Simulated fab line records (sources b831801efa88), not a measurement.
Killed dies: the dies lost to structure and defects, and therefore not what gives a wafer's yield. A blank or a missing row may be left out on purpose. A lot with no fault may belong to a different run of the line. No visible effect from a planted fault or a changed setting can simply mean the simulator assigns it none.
Check of tool commonality | flow gf180mcu | 39 wafers sampled across 13 lots

WHAT PROMPTED THE OPENING
3 of 13 lots carry a flag on the reading MVPSD_RS at GF_VT_IMPLANT_RS_MEAS_49. Fault-free wafers read 1167 ohm/sq, with a standard deviation of 3.1.
Rule: a lot is flagged in two cases, either no wafer of it has a number, or all its wafers with numbers fall more than 4 standard deviations from that mean. As for the other lots, they are considered sound.

lot  | measured     | on           | MVPSD_RS (ohm/sq), wafer by wafer | flag
L458 | day 7 11:45  | filmMetro-04 | 1170 1174 1173                    | 
L459 | day 7 19:29  | filmMetro-03 | 1170 1172 1168                    | 
L460 | day 8 00:21  | filmMetro-03 | 1164 1161 1164                    | 
L462 | day 8 14:39  | filmMetro-01 | 1167 1168 1168                    | 
L463 | day 8 21:43  | filmMetro-03 | 1167 1171 1168                    | 
L464 | day 9 03:20  | filmMetro-03 | 1164 1168 1165                    | 
L468 | day 10 08:35 | filmMetro-01 | 1165 1161 1165                    | 
L470 | day 10 20:39 | filmMetro-01 | 1166 1162 1168                    | 
L474 | day 12 04:23 | filmMetro-04 | 1195 1192 1192                    | FLAGGED
L475 | day 12 12:30 | filmMetro-01 | 1168 1168 1169                    | 
L476 | day 12 18:47 | filmMetro-01 | 1165 1166 1169                    | 
L477 | day 13 00:38 | filmMetro-03 | 1189 1189 1189                    | FLAGGED
L479 | day 13 13:47 | filmMetro-04 | 1196 1195 1191                    | FLAGGED
On average the flagged lots' numbers are 1192 ohm/sq, which is +25 ohm/sq against the usual, or +8 standard deviations.

WHICH TOOL RAN EACH LOT
The record holds 2 process steps before the reading, out of a route of 602 steps. Cell contents, in order: the tool; ch with the chambers the sampled wafers went through; the start.
lot  | flag    | GF_MVPSD_IMPLANT_08             | GF_VT_IMPLANT_STRIP_09
L458 |         | implanter-02 ch 0, day 5 00:22  | plasmaAsher-01 ch 0,1, day 5 14:49
L459 |         | implanter-01 ch 0, day 5 06:02  | plasmaAsher-04 ch 0,1, day 5 21:07
L460 |         | implanter-02 ch 0, day 5 10:47  | plasmaAsher-04 ch 0,1, day 6 01:35
L462 |         | implanter-01 ch 0, day 5 22:59  | plasmaAsher-04 ch 0,1, day 6 13:46
L463 |         | implanter-01 ch 0, day 6 05:01  | plasmaAsher-01 ch 1, day 6 20:22
L464 |         | implanter-04 ch 0, day 6 10:56  | plasmaAsher-04 ch 0,1, day 7 02:44
L468 |         | implanter-04 ch 0, day 7 11:50  | plasmaAsher-01 ch 0,1, day 8 04:25
L470 |         | implanter-01 ch 0, day 7 22:29  | plasmaAsher-01 ch 0, day 8 15:13
L474 | FLAGGED | implanter-01 ch 0, day 9 02:55  | plasmaAsher-04 ch 0,1, day 9 20:34
L475 |         | implanter-02 ch 0, day 9 09:07  | plasmaAsher-01 ch 0,1, day 10 03:25
L476 |         | implanter-04 ch 0, day 9 15:50  | plasmaAsher-04 ch 0,1, day 10 09:46
L477 | FLAGGED | implanter-01 ch 0, day 9 20:49  | plasmaAsher-01 ch 0,1, day 10 15:04
L479 | FLAGGED | implanter-01 ch 0, day 10 07:49 | plasmaAsher-03 ch 0,1, day 11 02:10
What is done by these steps:
- GF_MVPSD_IMPLANT_08
- GF_VT_IMPLANT_STRIP_09: strips in O2/N2.
- GF_VT_IMPLANT_RS_MEAS_49: measures by four-point-probe.

FLAGGED AGAINST TOTAL, ONE TOOL AT A TIME (gauges that did the reading follow at the end)
step                     | tool           | lots run | flagged | share of the flagged lots | sound lots run after its first flagged lot
GF_MVPSD_IMPLANT_08      | implanter-01   | 7        | 3       | all                       | 0
GF_MVPSD_IMPLANT_08      | implanter-02   | 3        | 0       | none                      | -
GF_MVPSD_IMPLANT_08      | implanter-04   | 3        | 0       | none                      | -
GF_VT_IMPLANT_STRIP_09   | plasmaAsher-01 | 6        | 1       | some                      | 0
GF_VT_IMPLANT_STRIP_09   | plasmaAsher-03 | 1        | 1       | some                      | 0
GF_VT_IMPLANT_STRIP_09   | plasmaAsher-04 | 6        | 1       | some                      | 1 (L476)
GF_VT_IMPLANT_RS_MEAS_49 | filmMetro-01   | 5        | 0       | none                      | -
GF_VT_IMPLANT_RS_MEAS_49 | filmMetro-03   | 5        | 1       | some                      | 0
GF_VT_IMPLANT_RS_MEAS_49 | filmMetro-04   | 3        | 2       | some                      | 0

WHAT THE TABLE ALLOWS
All flagged lots share 1 row of the table, namely implanter-01 at GF_MVPSD_IMPLANT_08.
- implanter-01 at GF_MVPSD_IMPLANT_08 ran 7 lots, 3 of them flagged. A fault beginning between L470 (day 7 22:29), its last sound lot, and L474 (day 9 02:55), its first flagged one, fits the data. Its own readings (beamEnergyKeV) fall more than 4 standard deviations out on all wafers of the flagged lots.
Just one tool remains: implanter-01 at GF_MVPSD_IMPLANT_08.

WHAT THE SIMULATOR HAD INSERTED
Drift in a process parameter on implanter-01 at GF_MVPSD_IMPLANT_08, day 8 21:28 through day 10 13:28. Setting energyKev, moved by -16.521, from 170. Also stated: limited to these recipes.
Lots struck among those shown: L474, L477, L479. The same result came from the rule above.
